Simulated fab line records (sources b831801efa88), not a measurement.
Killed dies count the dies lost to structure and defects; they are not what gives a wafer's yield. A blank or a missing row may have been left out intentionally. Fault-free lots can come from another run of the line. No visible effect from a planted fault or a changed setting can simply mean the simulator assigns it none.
fab line records    flow sky130    part 2 of 2: steps 44 to 45 of 45
record lots=5  wafers=15  lastDay=50
route steps=708 shown POLY_GATE@205 RES_PROTECT@206 LDD_N@237 LDD_LDN@303 POLY_CUT@318 PAD_OPEN@708
lots that met no fault: from a run of the same line without faults
startH: start of the lot's first displayed wafer, in hours after the record's first day    waitH: time in hours since the lot's previous step    " same as the row above    L1.1+2: several wafers, shown together as one row    - either no value or no given start    * or withheld: withheld    < > ~ a bound
route shown NAME@n: NAME is a module with steps in the file, n the number in the route of the first one    usual: mean/standard deviation taken from wafers without a fault    same: alike in all rows    chamber/n: place in a boat    sites: the reading at each site    _std_site: how widely they spread, as a standard deviation    _edge_site: mean of outer sites minus mean of inner sites    radiusMm: how far each site lies from the wafer's centre    mask NAME#n: copy n    behind: the most recent tool/chamber to have shaped the wafer    hold: why the lot went on hold/how many hours it stayed there/how the hold came to an end    device: transistor that didn't switch, given as n, p or np    end of line: the same wafers' tests at the end of the route    for a step that has no rows: nothing shown but its recipe    killed: at the first sort, the dies lost to defects and structure; wafer yield is something else    map: the dies of a wafer, with x for killed, . for not killed, _ for no die there
set.NAME: the setting as run; set.NAME@STEP: as run at that earlier step    model.NAME: the simulator's own value behind a step, which no gauge read
lots seen at some steps along the route; tables by step, rows by wafer
services: the hour from which a tool's chamber was out of use, counted from the record's first day as startH (under 0 if before that day), plus the number of hours and why
## steps
# step SKY_POLY_CUT_ETCH_11
# recipe target=Si3N4  chemistry=CF4/CH2F2/Ar  stopOn=poly-Si  sourceW=600  biasW=150  pressureMtorr=40  cf4FlowSccm=40  ch2f2FlowSccm=20  Ar_flow_sccm=150  timeS=42.5  targetDepthA=600
# usual drypumpMotorCurrentA=5.6/0.44  mfcArSccm=149.9/0.51  oesProductAu=0.829/0.0063  throttleValvePct=14.994/0.0095
lot.wafer  tool        chamber  startH  waitH  drypumpMotorCurrentA  mfcArSccm  oesProductAu  rfHoursCounterH  throttleValvePct  model.etch.depthNm  model.POLY_CUT.featureDepthNm
L964.2     rieDiel-04  0        610.80  0.0    6.2                   149.7      0.707         8                14.995            45.74               45.74
L964.5     "           2        "       "      5.6                   150.3      0.711         -                14.975            45.71               45.71
L964.6     "           1        "       "      5.2                   149.6      0.728         -                14.982            47.43               47.43
L976.1     rieDiel-02  3        704.90  0.0    6.2                   149.6      0.824         3                14.999            61.71               61.71
L976.3     "           1        "       "      5.7                   149.9      0.825         11               15.014            61.57               61.57
L976.6     "           2        "       "      5.5                   150.5      0.827         -                15.007            61.61               61.61
L977.1     rieDiel-04  0        725.90  0.0    6.2                   149.2      0.838         11               14.986            62.56               62.56
L977.2     "           2        "       "      5.6                   149.5      0.838         5                15.010            62.81               62.81
L977.6     "           1        "       "      5.3                   149.8      0.832         -                15.001            62.97               62.96
L978.2     rieDiel-02  1        727.50  0.0    5.7                   150.4      0.830         11               14.995            62.01               62.01
L978.3     "           0        "       "      5.2                   150.3      0.818         15               14.989            61.43               61.43
L978.6     "           3        "       "      6.2                   150.1      0.830         -                14.984            61.81               61.81
L982.1     rieDiel-02  1        747.05  0.0    5.7                   150.0      0.826         12               14.996            61.69               61.69
L982.3     "           2        "       "      5.5                   150.2      0.820         18               14.979            61.46               61.46
L982.4     "           0        "       "      5.2                   150.6      0.827         15               14.989            61.68               61.68
# step SKY_PAD_OPEN_PROBE_99
# usual killed_at_M0_to_M3=43/6.7  killed_at_M4_up=3.2/1.8  killedAtContacts=25/5.2  killedAtFrontEnd=15/4.4  killedAtOther=0.2/0.4  killedDies=87/9.3  killedOpen=48/7.1  killedShort=39/6
# same grossDies=492  killedAtBackSide=0
lot.wafer  tool       chamber  startH   waitH  killed_at_M0_to_M3  killed_at_M4_up  killedAtContacts  killedAtFrontEnd  killedAtOther  killedDies  killedOpen  killedShort
L964.2     prober-02  -        1119.04  0.1    44                  3                22                12                0              81          43          38
L964.5     prober-02  -        1119.19  0.2    44                  3                21                11                0              79          38          41
L964.6     prober-02  -        1119.24  0.2    38                  4                17                10                0              69          44          25
L976.1     prober-02  -        1176.73  0.1    44                  1                29                10                1              85          50          35
L976.3     prober-02  -        1176.83  0.2    37                  1                26                19                0              83          38          45
L976.6     prober-02  -        1176.98  0.2    49                  5                19                20                0              93          50          43
L977.1     prober-01  -        1185.30  0.1    36                  4                28                18                0              86          44          42
L977.2     prober-01  -        1185.35  0.1    36                  3                27                14                0              80          48          32
L977.6     prober-01  -        1185.55  0.2    51                  3                30                8                 0              92          52          40
L978.2     prober-02  -        1188.10  0.1    41                  5                21                20                0              87          48          39
L978.3     prober-02  -        1188.15  0.2    37                  6                33                12                0              88          48          40
L978.6     prober-02  -        1188.30  0.2    28                  3                27                10                0              68          32          36
L982.1     prober-02  -        1201.42  0.1    40                  5                27                11                0              83          48          35
L982.3     prober-02  -        1201.52  0.2    52                  2                21                7                 1              83          49          34
L982.4     prober-02  -        1201.57  0.2    37                  2                25                11                0              75          36          39
# killed by level:class
L964.2 VIA3:geometricParticle:open=9 VIA1:geometricParticle:open=9 LI_CONTACT:geometricParticle:open=6 VIA2:geometricParticle:open=6 POLY_GATE:geometricParticle:short=5 CONTACT:geometricParticle:open=5 METAL2:geometricParticle:short=5 CONTACT:geometricParticle:short=4
L964.5 VIA1:geometricParticle:open=11 CONTACT:geometricParticle:open=10 METAL3:geometricParticle:short=9 VIA3:geometricParticle:short=5 CONTACT:geometricParticle:short=4 METAL2:geometricParticle:short=4 VIA2:geometricParticle:short=4 POLY_GATE:geometricParticle:open=3
L964.6 VIA1:geometricParticle:open=14 CONTACT:geometricParticle:open=6 VIA2:geometricParticle:open=6 VIA3:geometricParticle:open=5 LI_CONTACT:geometricParticle:open=4 CONTACT:geometricParticle:short=4 METAL1:geometricParticle:short=4 SPACER:geometricParticle:open=3
L976.1 CONTACT:geometricParticle:open=18 VIA1:geometricParticle:open=9 METAL1:geometricParticle:short=8 CONTACT:geometricParticle:short=5 METAL2:geometricParticle:short=5 VIA2:geometricParticle:short=5 VIA3:geometricParticle:open=4 FIELD_ISO:geometricParticle:open=3
L976.3 METAL1:geometricParticle:short=10 CONTACT:geometricParticle:open=10 FIELD_ISO:geometricParticle:short=8 VIA2:geometricParticle:open=7 FIELD_ISO:geometricParticle:open=6 CONTACT:geometricParticle:short=6 LI_CONTACT:geometricParticle:open=4 VIA1:geometricParticle:open=4
L976.6 VIA1:geometricParticle:open=14 VIA3:geometricParticle:open=8 POLY_GATE:geometricParticle:short=6 LOCAL_INTERCONNECT:geometricParticle:short=6 METAL1:geometricParticle:short=6 VIA2:geometricParticle:open=5 METAL4:geometricParticle:short=5 FIELD_ISO:geometricParticle:open=4
L977.1 CONTACT:geometricParticle:open=9 FIELD_ISO:geometricParticle:short=8 VIA1:geometricParticle:open=8 CONTACT:geometricParticle:short=7 VIA2:geometricParticle:open=7 LI_CONTACT:geometricParticle:open=5 METAL1:geometricParticle:short=5 FIELD_ISO:geometricParticle:open=4
L977.2 VIA1:geometricParticle:open=13 CONTACT:geometricParticle:open=12 LI_CONTACT:geometricParticle:open=8 CONTACT:geometricParticle:short=5 VIA3:geometricParticle:open=5 FIELD_ISO:geometricParticle:short=4 VIA3:geometricParticle:short=4 VIA2:geometricParticle:open=4
L977.6 VIA1:geometricParticle:open=13 CONTACT:geometricParticle:open=12 VIA2:geometricParticle:open=8 LI_CONTACT:geometricParticle:open=7 METAL1:geometricParticle:short=6 LI_CONTACT:geometricParticle:short=5 CONTACT:geometricParticle:short=5 VIA1:geometricParticle:short=5
L978.2 VIA3:geometricParticle:open=11 CONTACT:geometricParticle:open=9 LI_CONTACT:geometricParticle:open=5 VIA2:geometricParticle:open=5 POLY_GATE:geometricParticle:open=4 POLY_GATE:geometricParticle:short=4 SPACER:geometricParticle:short=4 METAL1:geometricParticle:short=4
L978.3 LI_CONTACT:geometricParticle:open=12 CONTACT:geometricParticle:open=11 METAL1:geometricParticle:short=7 LOCAL_INTERCONNECT:geometricParticle:short=6 METAL2:geometricParticle:short=5 VIA1:geometricParticle:open=5 VIA1:geometricParticle:short=5 METAL4:geometricParticle:short=4
L978.6 LI_CONTACT:geometricParticle:open=9 LI_CONTACT:geometricParticle:short=6 VIA1:geometricParticle:open=6 LOCAL_INTERCONNECT:geometricParticle:short=5 VIA3:geometricParticle:open=5 FIELD_ISO:geometricParticle:short=4 CONTACT:geometricParticle:open=4 METAL1:geometricParticle:short=4
L982.1 CONTACT:geometricParticle:open=10 VIA3:geometricParticle:open=7 METAL2:geometricParticle:short=7 LI_CONTACT:geometricParticle:open=6 VIA1:geometricParticle:short=6 CONTACT:geometricParticle:short=5 VIA2:geometricParticle:open=5 FIELD_ISO:geometricParticle:open=4
L982.3 VIA2:geometricParticle:open=11 VIA1:geometricParticle:open=9 LI_CONTACT:geometricParticle:open=8 CONTACT:geometricParticle:open=7 METAL2:geometricParticle:short=6 VIA3:geometricParticle:open=6 VIA1:geometricParticle:short=5 METAL1:geometricParticle:short=4
L982.4 LI_CONTACT:geometricParticle:open=9 METAL2:geometricParticle:short=7 CONTACT:geometricParticle:open=6 VIA1:geometricParticle:open=5 LOCAL_INTERCONNECT:geometricParticle:short=5 METAL1:geometricParticle:short=4 VIA3:geometricParticle:open=4 METAL3:geometricParticle:short=4
## services
tool            chamber  startH  hours  kind
rieDiel-01      1        381.52  4.9    repair
lpcvd-02        -        383.48  2.8    pm
plasmaAsher-02  -        398.54  0.4    repair
rieDiel-04      -        406.97  14.6   pm
rieSi-01        1        432.78  2.3    repair
rieDiel-01      1        440.42  4.3    repair
rieSi-01        -        441.88  2.8    pm
rieSi-01        0        445.56  32.4   repair
rieDiel-01      0        470.10  3.6    repair
rieSi-01        2        474.53  12.6   repair
rieDiel-04      -        478.06  0.2    repair
rieDiel-01      3        483.72  5.9    repair
rieDiel-04      -        494.12  0.5    repair
plasmaAsher-02  -        503.19  5.4    repair
rieDiel-01      -        512.20  15.6   pm
rieDiel-01      0        580.36  5.3    repair
rieSi-01        -        595.02  0.9    repair
rieDiel-04      -        607.64  2.8    pm
rieDiel-01      2        612.84  1.7    repair
lpcvd-02        -        628.56  0.9    repair
rieDiel-04      0        628.92  2.9    repair
plasmaAsher-02  -        648.25  0.5    repair
plasmaAsher-02  -        689.66  0.4    repair
rieDiel-01      0        740.27  7.0    repair
## key
firstSign step=SKY_POLY_GATE_CVD_03  reading=zonePowerLowerPct  direction=down  sigmas=39  usual=10.70  struck=2.15
effect step=SKY_POLY_GATE_CVD_03  reading=spikeTcLowerC  direction=down  sigmas=32  usual=770.3  struck=734.2
effect step=SKY_POLY_GATE_THK_MEAS_04  reading=POLY_GATE_CVD_03_THK  direction=down  sigmas=28  usual=74.9  struck=56.0
effect step=SKY_POLY_GATE_ETCH_16  reading=oesProductAu  direction=down  sigmas=12  usual=0.640  struck=0.574
effect step=SKY_POLY_CUT_ETCH_11  reading=oesProductAu  direction=down  sigmas=18  usual=0.829  struck=0.715
modelEffect step=SKY_POLY_GATE_CVD_03  value=Si3N4_of_POLY_GATE_CVD_03.thkNm  without=74.23  struck=55.96
modelEffect step=SKY_POLY_GATE_ETCH_16  value=etch.depthNm  without=74.23  struck=55.96
modelEffect step=SKY_LDD_LDN_CLEAN_14  value=Si3N4_of_POLY_GATE_CVD_03.thkNm  without=74.1  struck=55.83
modelEffect step=SKY_POLY_CUT_ETCH_11  value=etch.depthNm  without=61.45  struck=46.29
metAt SKY_POLY_GATE_CVD_03
struckWafers L964.2,L964.5,L964.6
testerLeftOut L964
fault kind=processParameterDrift  tool=lpcvd-02  chamber=1  onsetH=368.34  steps=SKY_POLY_GATE_CVD_03  channel=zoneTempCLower  offset=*  shape=step  endH=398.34
# testerLeftOut: of these lots the tester's yield and bins aren't shown, on N5 and GAA mostly nor the transistor test; their killed dies are dies lost to structure and defects alone, not to doping, threshold or leakage, so they don't give the yield
